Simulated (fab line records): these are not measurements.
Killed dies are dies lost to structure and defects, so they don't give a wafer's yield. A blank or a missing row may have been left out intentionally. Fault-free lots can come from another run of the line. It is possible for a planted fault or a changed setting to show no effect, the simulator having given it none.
fab line records | flow sfqLine
[record] lots = 15 wafers = 45 lastDay = 100
route steps=325 shown INCOMING@1 I0@53 M1@59 I3@133
lots that met no fault: from a run of the same line without faults
startH: the number of hours between the record's first day and the start of the first shown wafer of the lot | waitH: time in hours since the lot's previous step | " same as the row above | L1.1+2: a row that stands for several wafers | - either no value or no given start | * or withheld: withheld | < > ~ a bound
route shown NAME@n: names a module that has steps shown in the file, with the first one's number in the route | usual: mean/standard deviation taken from wafers without a fault | same: alike in all rows | chamber/n: place in a boat | sites: readings site by site | _std_site: the standard deviation of these | _edge_site: inner sites' mean taken away from outer sites' mean | radiusMm: how far each site lies from the wafer's centre | mask NAME#n: copy n | behind: the most recent tool/chamber to have shaped the wafer | hold: the reason the lot was held/the length of the hold in hours/how it ended | device: whichever transistor did not switch (one of n, p or np) | end of line: tests run on the same wafers once the route is complete | step lacking rows: just its recipe | killed: at the first sort, the dies lost to defects and structure; wafer yield is something else | map: shows each die of a wafer: x if killed, . if not, _ if none is there
set.NAME: the setting as run; set.NAME@STEP: as run at that earlier step | model.NAME: the simulator's own value behind a step, which no gauge read
a sample of lots followed through the steps of the route, with each step as a table and each wafer as a row
services: a tool's chamber out of use, with start hour (startH, from the record's first day; less than 0 if before it), hours out, and reason
[[steps]]
[step SFQ_INCOMING_BOW_MEAS_900]
[recipe] mode = bow
[usual] INCOMING_BOW = -1/6.5
// columns lot.wafer tool chamber startH waitH INCOMING_BOW[um]
L109.1 filmMetro-01 - 10.00 - -11
L109.2 " - " " 3
L109.3 " - " " -4
L112.2 filmMetro-01 - 25.02 - -9
L112.3 " - " " -3
L112.6 " - " " 2
L113.2 filmMetro-03 - 30.02 - -1
L113.4 " - " " 3
L113.6 " - " " -6
L114.1 filmMetro-01 - 35.00 - 3
L114.4 " - " " 6
L114.5 " - " " 0
L115.1 filmMetro-01 - 40.00 - 8
L115.4 " - " " -2
L115.5 " - " " 7
L116.1 filmMetro-01 - 45.00 - -3
L116.3 " - " " -5
L116.5 " - " " -6
L118.3 filmMetro-03 - 55.04 - 8
L118.4 " - " " -1
L118.6 " - " " -8
L119.1 filmMetro-03 - 60.00 - 2
L119.3 " - " " 2
L119.5 " - " " -8
L123.1 filmMetro-04 - 80.00 - 0
L123.2 " - " " -6
L123.5 " - " " 3
L125.1 filmMetro-01 - 90.00 - 12
L125.5 " - " " -9
L125.6 " - " " 5
L126.1 filmMetro-03 - 95.00 - 7
L126.4 " - " " 8
L126.6 " - " " -16
L127.3 filmMetro-01 - 100.04 - 11
L127.5 " - " " 8
L127.6 " - " " -11
L128.3 filmMetro-04 - 105.04 - -4
L128.4 " - " " 5
L128.6 " - " " 7
L129.3 filmMetro-03 - 110.04 - -3
L129.4 " - " " -4
L129.6 " - " " -6
L131.1 filmMetro-03 - 120.00 - -1
L131.4 " - " " 0
L131.5 " - " " -7
[step SFQ_I0_OVL_MEAS_908]
[usual] I0_OVL = -3/4.2
// columns lot.wafer tool chamber startH waitH I0_OVL[nm]
L109.1 overlay-01 - 400.37 0.1 -2
L109.2 " - " " -5
L109.3 " - " " -6
L112.2 overlay-02 - 432.90 0.1 0
L112.3 " - " " -1
L112.6 " - " " 4
L113.2 overlay-01 - 450.45 0.1 -6
L113.4 " - " " -4
L113.6 " - " " -1
L114.1 overlay-01 - 462.45 0.1 -4
L114.4 " - " " -1
L114.5 " - " " -6
L115.1 overlay-01 - 486.45 0.1 -10
L115.4 " - " " -11
L115.5 " - " " -8
L116.1 overlay-02 - 494.85 0.1 -5
L116.3 " - " " -6
L116.5 " - " " 1
L118.3 overlay-01 - 515.26 0.1 -4
L118.4 " - " " -6
L118.6 " - " " 2
L119.1 overlay-01 - 528.45 0.1 -6
L119.3 " - " " -7
L119.5 " - " " -8
L123.1 overlay-01 - 557.37 0.1 5
L123.2 " - " " 5
L123.5 " - " " 5
L125.1 overlay-02 - 582.82 0.1 1
L125.5 " - " " -9
L125.6 " - " " -2
L126.1 overlay-01 - 586.42 0.1 1
L126.4 " - " " 0
L126.6 " - " " 2
L127.3 overlay-01 - 594.84 0.1 0
L127.5 " - " " 1
L127.6 " - " " -1
L128.3 overlay-02 - 598.44 0.1 -2
L128.4 " - " " 2
L128.6 " - " " -2
L129.3 overlay-01 - 603.53 0.1 -3
L129.4 " - " " -3
L129.6 " - " " -1
L131.1 overlay-02 - 629.59 0.1 1
L131.4 " - " " -4
L131.5 " - " " -5
[step SFQ_TRILAYER_M1_DEP_SPUTTER_037]
[recipe] material = Nb basePressurePa = 1.33e-06 chamberPressurePa = 0.1333 substrateTempC = 20 resputterCathodeVoltageV = 400 targetThkNm = 200 powerW = 2000 timeS = 133.3
[usual] throttleValvePct = 30.2/1
// columns lot.wafer tool chamber startH waitH throttleValvePct
L109.1 pvdSputter-03 - 401.37 0.0 31.0
L109.2 " - " " 30.3
L109.3 " - " " 29.7
L112.2 pvdSputter-03 - 434.50 0.0 29.6
L112.3 " - " " 31.1
L112.6 " - " " 30.6
L113.2 pvdSputter-06 - 451.44 0.0 32.7
L113.4 " - " " 29.0
L113.6 " - " " 29.3
L113.2 pvdSputter-06 - 451.70 0.2 32.4
L113.4 " - " " 29.7
L113.6 " - " " 29.4
L114.1 pvdSputter-03 - 463.44 0.0 30.9
L114.4 " - " " 30.5
L114.5 " - " " 30.4
L115.1 pvdSputter-03 - 487.44 0.0 29.6
L115.4 " - " " 30.7
L115.5 " - " " 30.2
L116.1 pvdSputter-06 - 495.86 0.0 30.4
L116.3 " - " " 29.5
L116.5 " - " " 29.3
L118.3 pvdSputter-06 - 516.42 0.0 29.5
L118.4 " - " " 30.4
L118.6 " - " " 32.8
L118.3 pvdSputter-06 - 516.67 0.2 29.5
L118.4 " - " " 30.2
L118.6 " - " " 32.8
L119.1 pvdSputter-04 - 529.82 0.0 29.1
L119.3 " - " " 28.7
L119.5 " - " " 28.6
L119.1 pvdSputter-04 - 530.07 0.2 29.0
L119.3 " - " " 28.5
L119.5 " - " " 28.7
L123.1 pvdSputter-03 - 558.57 0.0 30.3
L123.2 " - " " 30.7
L123.5 " - " " 30.3
L125.1 pvdSputter-04 - 584.42 0.0 30.5
L125.5 " - " " 29.3
L125.6 " - " " 28.5
L126.1 pvdSputter-03 - 588.02 0.0 29.6
L126.4 " - " " 30.9
L126.6 " - " " 30.5
L127.3 pvdSputter-04 - 595.82 0.0 29.4
L127.5 " - " " 29.0
L127.6 " - " " 30.5
L128.3 pvdSputter-03 - 599.42 0.0 30.5
L128.4 " - " " 29.6
L128.6 " - " " 30.4
L129.3 pvdSputter-04 - 604.51 0.0 29.5
L129.4 " - " " 30.5
L129.6 " - " " 28.8
L131.1 pvdSputter-06 - 630.58 0.0 29.7
L131.4 " - " " 32.5
L131.5 " - " " 30.4
[step SFQ_M1_RS_MEAS_909]
[recipe] thkMeasGauge = four-point-probe reads = Nb_of_TRILAYER_M1_DEP_SPUTTER_037
[usual] M1_NB_RS = 0.888/0.0097
// columns lot.wafer tool chamber startH waitH M1_NB_RS[ohm/sq]
L109.1 filmMetro-03 - 401.47 0.1 0.870
L109.2 " - " " 0.888
L109.3 " - " " 0.875
L112.2 filmMetro-03 - 434.63 0.1 0.876
L112.3 " - " " 0.872
L112.6 " - " " 0.881
L113.2 filmMetro-01 - 451.81 0.1 0.442
L113.4 " - " " 0.445
L113.6 " - " " 0.446
L114.1 filmMetro-03 - 463.53 0.0 0.878
L114.4 " - " " 0.890
L114.5 " - " " 0.896
L115.1 filmMetro-03 - 487.53 0.0 0.880
L115.4 " - " " 0.897
L115.5 " - " " 0.898
L116.1 filmMetro-01 - 495.95 0.0 0.893
L116.3 " - " " 0.887
L116.5 " - " " 0.891
L118.3 filmMetro-01 - 516.80 0.1 0.437
L118.4 " - " " 0.440
L118.6 " - " " 0.440
L119.1 filmMetro-04 - 530.16 0.0 0.447
L119.3 " - " " 0.441
L119.5 " - " " 0.443
L123.1 filmMetro-03 - 558.66 0.0 0.907
L123.2 " - " " 0.899
L123.5 " - " " 0.908
L125.1 filmMetro-01 - 584.51 0.0 0.887
L125.5 " - " " 0.891
L125.6 " - " " 0.882
L126.1 filmMetro-04 - 588.11 0.0 0.879
L126.4 " - " " 0.881
L126.6 " - " " 0.891
L127.3 filmMetro-01 - 595.95 0.1 0.900
L127.5 " - " " 0.905
L127.6 " - " " 0.899
L128.3 filmMetro-03 - 599.55 0.1 0.896
L128.4 " - " " 0.885
L128.6 " - " " 0.902
L129.3 filmMetro-03 - 604.64 0.1 0.902
L129.4 " - " " 0.903
L129.6 " - " " 0.900
L131.1 filmMetro-03 - 630.68 0.0 0.866
L131.4 " - " " 0.871
L131.5 " - " " 0.870
[step SFQ_TRILAYER_M1_ETCH_METAL_ETCH_042]
[recipe] target = Nb stopOn = SiO2 maskMaterial = PR chemistry = Cl2/Ar targetDepthNm = 240 icpW = 600 biasW = 80 pressureMtorr = 10 timeS = 120
[usual] drypumpMotorCurrentA = 6.0/0.47 oesProductAu = 0.895/0.0073
// columns lot.wafer tool chamber startH waitH drypumpMotorCurrentA oesProductAu rfHoursCounterH
L109.1 rieMetal-02 1 552.67 0.0 6.3 0.904 136
L109.2 " 0 " " 5.6 0.890 92
L109.3 " 1 " " 6.3 0.898 -
L112.2 rieMetal-04 0 596.12 0.0 6.7 0.906 144
L112.3 " 0 " " 6.7 0.905 -
L112.6 " 0 " " 6.7 0.900 -
L113.2 rieMetal-04 1 604.81 0.0 6.1 1.008 27
L113.4 " 0 " " 6.7 1.005 -
L113.6 " 1 " " 6.1 1.015 -
L114.1 rieMetal-04 0 620.09 0.0 6.7 0.904 147
L114.4 " 1 " " 6.1 0.897 -
L114.5 " 1 " " 6.1 0.891 -
L115.1 rieMetal-04 1 649.92 0.1 6.1 0.895 36
L115.4 " 1 " " 6.1 0.889 -
L115.5 " 1 " " 6.1 0.892 -
L116.1 rieMetal-02 0 655.86 0.0 5.6 0.885 106
L116.3 " 0 " " 5.6 0.902 -
L116.5 " 1 " " 6.4 0.894 -
L118.3 rieMetal-04 0 677.50 0.1 6.7 0.997 -
L118.4 " 1 " " 6.1 1.011 -
L118.6 " 0 " " 6.7 0.996 -
L119.1 rieMetal-02 0 689.52 0.1 5.6 1.002 112
L119.3 " 0 " " 5.6 0.998 -
L119.5 " 0 " " 5.6 0.994 -
L123.1 rieMetal-02 0 719.46 0.0 5.6 0.880 118
L123.2 " 1 " " 6.3 0.891 17
L123.5 " 1 " " 6.3 0.885 -
L125.1 rieMetal-04 1 750.66 0.0 6.1 0.894 55
L125.5 " 0 " " 6.7 0.897 -
L125.6 " 1 " " 6.1 0.901 -
L126.1 rieMetal-03 1 751.86 0.0 5.3 0.896 88
L126.4 " 0 " " 6.0 0.904 -
L126.6 " 0 " " 6.0 0.896 -
L127.3 rieMetal-04 0 765.44 0.1 6.7 0.894 -
L127.5 " 0 " " 6.7 0.888 -
L127.6 " 1 " " 6.1 0.886 -
L128.3 rieMetal-03 0 766.64 0.1 6.0 0.893 -
L128.4 " 1 " " 5.3 0.896 -
L128.6 " 1 " " 5.3 0.887 -
L129.3 rieMetal-02 0 772.90 0.1 5.6 0.896 -
L129.4 " 1 " " 6.3 0.886 -
L129.6 " 1 " " 6.4 0.879 -
L131.1 rieMetal-03 0 791.74 0.0 6.0 0.910 49
L131.4 " 0 " " 6.0 0.903 -
L131.5 " 1 " " 5.2 0.905 -
[step SFQ_TRILAYER_I3_DEP_PECVD_081]
[recipe] material = SiO2 tempC = 150 timeS = 111.11 pressureTorr = 2.4 rfW = 183.3 precursor = SiH4/N2O targetThkNm = 500
[usual] heaterPowerW = 83/14 throttleValvePct = 24.4/1.3
// columns lot.wafer tool chamber startH waitH heaterPowerW throttleValvePct
L109.1 pecvd-04 0 1043.36 0.0 89 22.8
L109.2 " 1 " " 67 23.2
L109.3 " 2 " " 90 21.5
L112.2 pecvd-01 0 1081.98 0.0 107 25.9
L112.3 " 2 " " 73 25.3
L112.6 " 2 " " 77 25.2
L113.2 pecvd-02 2 1088.59 0.0 105 23.3
L113.4 " 2 " " 90 23.8
L113.6 " 0 " " 66 23.8
L114.1 pecvd-04 2 1102.04 0.0 88 22.0
L114.4 " 1 " " 59 23.7
L114.5 " 2 " " 89 22.1
L115.1 pecvd-01 2 1135.97 0.0 77 25.6
L115.4 " 0 " " 89 26.0
L115.5 " 2 " " 80 25.4
L116.1 pecvd-02 2 1143.11 0.0 95 23.9
L116.3 " 0 " " 73 24.1
L116.5 " 2 " " 98 23.6
L118.3 pecvd-01 2 1167.34 0.0 75 25.7
L118.4 " 1 " " 80 25.7
L118.6 " 0 " " 94 26.4
L119.1 pecvd-04 0 1184.14 0.0 90 23.2
L119.3 " 1 " " 59 23.6
L119.5 " 1 " " 62 23.8
L123.1 pecvd-04 0 1204.80 0.0 105 23.0
L123.2 " 2 " " 89 22.1
L123.5 " 1 " " 71 23.4
L125.1 pecvd-01 1 1217.53 0.0 92 25.5
L125.5 " 2 " " 83 25.6
L125.6 " 0 " " 86 25.8
L126.1 pecvd-01 0 1220.52 0.0 104 26.2
L126.4 " 1 " " 81 25.3
L126.6 " 2 " " 83 25.7
L127.3 pecvd-04 2 1233.34 0.0 76 22.0
L127.5 " 0 " " 103 22.8
L127.6 " 2 " " 77 22.1
L128.3 pecvd-02 0 1235.74 0.0 62 24.1
L128.4 " 0 " " 66 24.3
L128.6 " 2 " " 99 24.0
L129.3 pecvd-04 0 1238.16 0.0 98 23.2
L129.4 " 2 " " 90 22.0
L129.6 " 1 " " 69 23.6
L131.1 pecvd-04 0 1269.47 0.0 92 23.1
L131.4 " 1 " " 72 23.9
L131.5 " 0 " " 97 23.0
[[services]]
// columns tool chamber startH hours kind
pecvd-04 - 391.66 1.1 repair
pvdSputter-03 - 402.92 2.2 repair
pecvd-04 - 421.29 0.9 repair
pecvd-04 1 429.20 5.9 repair
rieMetal-04 1 449.75 16.4 repair
pecvd-04 - 467.19 2.0 repair
rieMetal-04 - 516.01 0.2 repair
pecvd-04 - 522.18 1.8 repair
pvdSputter-03 - 531.68 1.5 repair
pecvd-04 - 540.37 2.8 pm
rieMetal-04 1 550.33 1.0 repair
pecvd-04 1 562.45 11.3 repair
pvdSputter-03 - 600.86 3.4 repair
pecvd-04 0 631.34 33.4 repair
rieMetal-04 - 643.40 0.5 repair
pecvd-04 - 820.40 3.0 repair
pecvd-04 - 903.33 1.4 repair
rieMetal-04 - 923.56 1.4 pm
pecvd-04 - 927.65 0.9 repair
pecvd-04 - 933.25 14.0 pm
pvdSputter-03 - 992.56 1.7 repair
rieMetal-04 - 1031.79 0.5 repair
rieMetal-04 1 1036.93 46.9 repair
pecvd-04 0 1063.09 2.0 repair
[[key]]
[firstSign] step = SFQ_TRILAYER_M1_DEP_SPUTTER_037 reading = visit direction = added
[effect] step = SFQ_M1_RS_MEAS_909 reading = M1_NB_RS direction = down sigmas = 46 usual = 0.888 struck = 0.442
[effect] step = SFQ_TRILAYER_M1_ETCH_METAL_ETCH_042 reading = oesProductAu direction = up sigmas = 15 usual = 0.895 struck = 1.003
metAt SFQ_TRILAYER_M1_DEP_SPUTTER_037
struckLots L113,L118,L119
notActingAt SFQ_INCOMING_BOW_MEAS_900,SFQ_I0_OVL_MEAS_908,SFQ_TRILAYER_I3_DEP_PECVD_081
[fault] kind = repeatedStepWhole tool = pvdSputter-03,pvdSputter-04,pvdSputter-06 chamber = - onsetH = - steps = SFQ_TRILAYER_M1_DEP_SPUTTER_037 times = 1 scope = struckLotsOnly
